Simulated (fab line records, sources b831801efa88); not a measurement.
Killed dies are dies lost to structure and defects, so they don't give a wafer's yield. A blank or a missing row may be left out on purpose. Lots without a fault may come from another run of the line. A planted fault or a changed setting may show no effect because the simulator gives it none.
Which tool did it? | flow sky130 | 12 lots, 36 wafers sampled, at 5 steps of a route of 708

WHAT THE GAUGES READ, wafer by wafer
SKY_POLY_CUT_CD_MEAS_08: target cd 270 nm. Usual: cd_nm 269.9 nm, standard deviation 1.7.
lot  | measured     | on        | cd_nm (nm)        | flag
L547 | day 24 11:07 | cd_sem-01 | 267.7 269.2 268.9 |
L548 | day 24 17:07 | cd_sem-02 | 271.1 271.0 270.4 |
L550 | day 25 05:16 | cd_sem-02 | 270.4 270.8 270.2 |
L551 | day 25 14:54 | cd_sem-02 | 268.8 268.5 268.0 |
L553 | day 26 08:51 | cd_sem-02 | 271.6 269.3 270.6 |
L564 | day 30 05:23 | cd_sem-01 | 269.0 270.3 269.6 |
L565 | day 30 10:33 | cd_sem-01 | 271.6 269.5 270.6 |
L566 | day 30 15:30 | cd_sem-01 | 271.5 270.9 270.9 |
L567 | day 31 00:07 | cd_sem-01 | 270.7 270.8 269.2 |
L568 | day 31 09:57 | cd_sem-01 | 266.8 266.7 268.1 |
L569 | day 31 16:10 | cd_sem-02 | 268.8 268.6 269.1 |
L570 | day 31 22:09 | cd_sem-02 | 271.8 272.6 271.7 |

SKY_SD_P_CD_MEAS_07: target cd 380 nm. Usual: cd_nm 380.2 nm, standard deviation 2.4.
lot  | measured     | on        | cd_nm (nm)        | flag
L547 | day 25 17:32 | cd_sem-02 | 379.8 384.7 383.5 |
L548 | day 25 22:51 | cd_sem-02 | 382.9 381.3 383.5 |
L550 | day 26 10:43 | cd_sem-01 | 380.6 380.1 381.2 |
L551 | day 26 20:20 | cd_sem-02 | 380.3 380.7 380.9 |
L553 | day 27 14:17 | cd_sem-02 | 407.0 410.2 407.8 | OFF
L564 | day 31 09:53 | cd_sem-02 | 381.0 378.6 377.7 |
L565 | day 31 14:58 | cd_sem-01 | 377.7 379.7 379.3 |
L566 | day 31 18:53 | cd_sem-01 | 385.8 383.4 383.2 |
L567 | day 32 03:36 | cd_sem-01 | 382.7 383.2 382.1 |
L568 | day 32 13:06 | cd_sem-02 | 380.5 381.2 377.5 |
L569 | day 32 19:52 | cd_sem-01 | 377.8 379.0 378.4 |
L570 | day 33 00:36 | cd_sem-02 | 382.9 381.8 380.1 |

SKY_SD_N_TW_MEAS_12. Usual: SD_N_TW 3991, standard deviation 21.
lot  | measured     | on            | SD_N_TW        | flag
L547 | day 28 04:13 | film_metro-01 | 3988 3969 3983 |
L548 | day 28 10:09 | film_metro-02 | 3980 3971 3970 |
L550 | day 28 21:07 | film_metro-02 | 4000 4000 4000 |
L551 | day 29 05:57 | film_metro-02 | 3962 3969 3960 |
L553 | day 29 23:20 | film_metro-02 | 3967 3972 3972 |
L564 | day 33 16:26 | film_metro-01 | 3998 4019 4009 |
L565 | day 33 21:31 | film_metro-04 | 4019 4021 4025 |
L566 | day 34 00:48 | film_metro-01 | 4023 4000 4001 |
L567 | day 34 09:21 | film_metro-01 | 3972 3984 3985 |
L568 | day 34 19:14 | film_metro-04 | 4006 3999 4000 |
L569 | day 35 01:08 | film_metro-02 | 3975 3967 3984 |
L570 | day 35 06:33 | film_metro-01 | 3972 3973 3958 |

WHICH TOOL RAN EACH LOT (tool, then ch and the chambers of the sampled wafers, then the start)
lot  | SKY_LDD_N_STRIP_16                   | SKY_SD_P_EXPOSE_04
L547 | plasma_asher-02 ch 0,1, day 17 21:55 | iline_stepper-02 ch 0, day 25 02:34
L548 | plasma_asher-03 ch 0,1, day 18 04:02 | iline_stepper-02 ch 0, day 25 08:33
L550 | plasma_asher-03 ch 0,1, day 18 14:41 | iline_stepper-01 ch 0, day 25 20:19
L551 | plasma_asher-02 ch 0,1, day 19 02:01 | iline_stepper-02 ch 0, day 26 05:46
L553 | plasma_asher-01 ch 0, day 19 22:28   | iline_stepper-02 ch 0, day 26 23:51
L564 | plasma_asher-01 ch 0,1, day 23 23:05 | iline_stepper-01 ch 0, day 30 19:56
L565 | plasma_asher-01 ch 0,1, day 24 06:29 | iline_stepper-02 ch 0, day 31 01:17
L566 | plasma_asher-03 ch 0,1, day 24 12:49 | iline_stepper-02 ch 0, day 31 05:48
L567 | plasma_asher-03 ch 0,1, day 24 21:20 | iline_stepper-01 ch 0, day 31 14:01
L568 | plasma_asher-03 ch 0,1, day 25 05:32 | iline_stepper-01 ch 0, day 31 23:48
L569 | plasma_asher-02 ch 1, day 25 15:07   | iline_stepper-01 ch 0, day 32 06:09
L570 | plasma_asher-01 ch 0,1, day 25 22:05 | iline_stepper-02 ch 0, day 32 12:03
- SKY_LDD_N_STRIP_16: strips in O2/N2.
- SKY_SD_P_EXPOSE_04: exposes mask PSDM, target cd 380 nm.

WHAT THE TOOLS THEMSELVES READ (means of the sampled wafers that have a number; where no wafer has one, the mark that the record gives instead)
SKY_LDD_N_STRIP_16. Usual: drypump_motor_current_A 5.7 A, standard deviation 0.43; n2_flow_sccm 299.9 sccm, standard deviation 0.85; o2_flow_sccm 2999 sccm, standard deviation 8.5; oes_product_au 0.407 a.u., standard deviation 0.0047; strip_time_to_endpoint_s 4.316 s, standard deviation 0.018.
lot  | tool            | drypump_motor_current_A (A) | n2_flow_sccm (sccm) | o2_flow_sccm (sccm) | oes_product_au (a.u.) | strip_time_to_endpoint_s (s) | flag
L547 | plasma_asher-02 | 5.9                         | 300.0               | 3001                | 0.409                 | 4.292                        |
L548 | plasma_asher-03 | 5.3                         | 300.3               | 3001                | 0.404                 | 4.316                        |
L550 | plasma_asher-03 | 5.3                         | 299.7               | 3003                | 0.412                 | 4.331                        |
L551 | plasma_asher-02 | 5.9                         | 300.9               | 3001                | 0.407                 | 4.339                        |
L553 | plasma_asher-01 | 6.1                         | 300.0               | 3006                | 0.402                 | 4.325                        |
L564 | plasma_asher-01 | 6.0                         | 299.4               | 3006                | 0.405                 | 4.338                        |
L565 | plasma_asher-01 | 6.0                         | 300.1               | 3003                | 0.405                 | 4.312                        |
L566 | plasma_asher-03 | 5.2                         | 299.0               | 3003                | 0.408                 | 4.317                        |
L567 | plasma_asher-03 | 5.3                         | 299.2               | 2999                | 0.407                 | 4.296                        |
L568 | plasma_asher-03 | 5.2                         | 300.2               | 2994                | 0.404                 | 4.334                        |
L569 | plasma_asher-02 | 6.4                         | 300.3               | 3002                | 0.411                 | 4.331                        |
L570 | plasma_asher-01 | 6.0                         | 300.7               | 2995                | 0.406                 | 4.290                        |

THE ANSWER, worked out from the rows above alone
Rule: a lot is off if the mean of its wafers that have a number lies more than 3 standard deviations from the usual mean. A lot without any number at a reading at which 4 lots or more have one is off too. The other lots that the step has rows for count as sound. The gauges are gone through in route order, then the tools' own readings, and for those a lot's mean is taken as printed above. The first step at which some lot is off is used, and at that step the reading that is off furthest; a lot without a number counts as furthest.
Off: L553, at SKY_SD_P_CD_MEAS_07 (cd_nm).
A tool fits if, at a process step before that reading, it ran every lot that is off, and no sound lot after the first of them. The gauges at SKY_SD_P_CD_MEAS_07 are tried like those tools. None of those tried fits.

WHAT THE SIMULATOR HAD PUT IN
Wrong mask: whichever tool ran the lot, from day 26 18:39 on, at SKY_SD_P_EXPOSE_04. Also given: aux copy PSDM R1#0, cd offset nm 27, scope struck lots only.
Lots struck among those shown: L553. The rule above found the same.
